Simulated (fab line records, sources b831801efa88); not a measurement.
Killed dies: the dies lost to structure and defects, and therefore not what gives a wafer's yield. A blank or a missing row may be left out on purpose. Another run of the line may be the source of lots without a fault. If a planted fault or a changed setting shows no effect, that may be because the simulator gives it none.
Chamber matching	flow gf180mcu	rie-diel-01 running GF_SAB_ETCH_11: 4 sister chambers
The step etches SiO2 in C4F8/O2/Ar, target depth 55 nm, time 8.5 s. 14 wafers are shown with their chamber, then 7 later ones without.

== EACH WAFER AND ITS CHAMBER ==
wafer	chamber	oes-product-au (a.u.)
L311.1	3	0.976
L311.4	1	0.990
L311.6	2	0.999
L323.2	3	0.993
L323.4	2	1.005
L323.5	1	0.999
L326.1	2	1.015
L326.3	3	0.992
L326.6	0	1.012
L327.3	2	1.000
L327.4	3	0.997
L327.5	0	1.020
L330.1	2	1.001
L330.2	3	0.985

SIGNATURES, as means of the wafers listed above
reading	chamber 0	chamber 1	chamber 2	chamber 3	scatter within a chamber
oes-product-au	1.01600	0.99450	1.00400	0.98860	0.0072
Rule: for a wafer and a chamber, the distance is found by dividing, reading by reading, the gap between the wafer's reading and the chamber's mean by the reading's scatter, squaring, summing and taking the root. The wafer belongs to the nearest chamber; if the next one is less than 2 further off, it can't be placed. How the scatter is found: for the shown wafers, subtract from each reading the mean of its chamber, square and add these, divide the total by (wafers less chambers), then take the root.

== WAFERS WITH NO CHAMBER GIVEN ==
wafer	oes-product-au (a.u.)
L330.3	1.015
L331.4	1.011
L331.5	1.000
L331.6	1.017
L332.1	1.007
L332.5	1.008
L332.6	1.002

== WHICH CHAMBER EACH ONE RAN IN ==
wafer	from the rows above	in truth
L330.3	can't be placed: 0 or 2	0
L331.4	can't be placed: 0 or 2 or 1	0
L331.5	can't be placed: 2 or 1 or 3 or 0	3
L331.6	can't be placed: 0 or 2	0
L332.1	can't be placed: 2 or 0 or 1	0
L332.5	can't be placed: 2 or 0 or 1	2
L332.6	can't be placed: 2 or 1 or 3 or 0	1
Correct placement for 0 of the 7. From these rows, 7 cannot be placed; in 7 the true chamber is one of the candidates. Placed wrongly: 0.
